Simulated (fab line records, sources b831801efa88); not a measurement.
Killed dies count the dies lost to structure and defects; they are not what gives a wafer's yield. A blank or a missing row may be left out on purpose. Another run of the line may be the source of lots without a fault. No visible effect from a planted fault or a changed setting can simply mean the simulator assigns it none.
The same fault as seen by 2 desks + flow gf180mcu + each desk has only its own numbers; what lay behind them comes last

FOR THE TOOL OWNER'S DESK: pvd sputter-03
The tool's own readings at GF_V1_SPUTTER_21 (material Ti, target thk 15 nm, time 80.02 s): means of the sampled wafers that have a number, for each lot that ran on this tool. If a lot's mean is further than 4 standard deviations from the usual mean, the lot is out of limits and carries the mark OUT (the distance appears in the brackets).
Columns: A = chamber pressure pa at GF_V1_SPUTTER_21, usual 5.000 Pa; B = throttle valve pct at GF_V1_SPUTTER_21, usual 29.7 %
| lot  | first seen here | A     | B    |
|------|-----------------|-------|------|
| L362 | day 18 17:58    | 4.995 | 30.4 |
| L363 | day 19 03:23    | 4.997 | 28.8 |
| L378 | day 25 06:04    | 5.000 | 30.2 |
This desk's finding: nothing out of limits on any of the 3 lots.

METROLOGY DESK
Means of the sampled wafers that have a number, per lot and without regard to the tool the lot ran on: this is what the gauges read. If a lot's mean is further than 4 standard deviations from the usual mean, the lot is out of limits and carries the mark OUT (the distance appears in the brackets).
Columns: A = cd nm at GF_V1_CD_MEAS_14, usual 260.3 nm; B = V1_OVL at GF_V1_OVL_MEAS_15, usual -1 nm
| lot  | first seen here | A     | B  |
|------|-----------------|-------|----|
| L362 | day 18 17:10    | 261.2 | 2  |
| L363 | day 19 02:32    | 259.9 | -5 |
| L372 | day 22 14:31    | 259.6 | -2 |
| L378 | day 25 05:13    | 260.3 | 9  |
| L382 | day 26 10:29    | 258.7 | 13 |
| L383 | day 26 12:23    | 258.6 | 6  |
This desk's finding: nothing out of limits on any of the 6 lots.

BROUGHT TOGETHER
Nothing out of limits was seen by the tool owner's desk.
At the metrology desk, nothing out of limits was observed.

WHAT THE SIMULATOR HAD INSERTED
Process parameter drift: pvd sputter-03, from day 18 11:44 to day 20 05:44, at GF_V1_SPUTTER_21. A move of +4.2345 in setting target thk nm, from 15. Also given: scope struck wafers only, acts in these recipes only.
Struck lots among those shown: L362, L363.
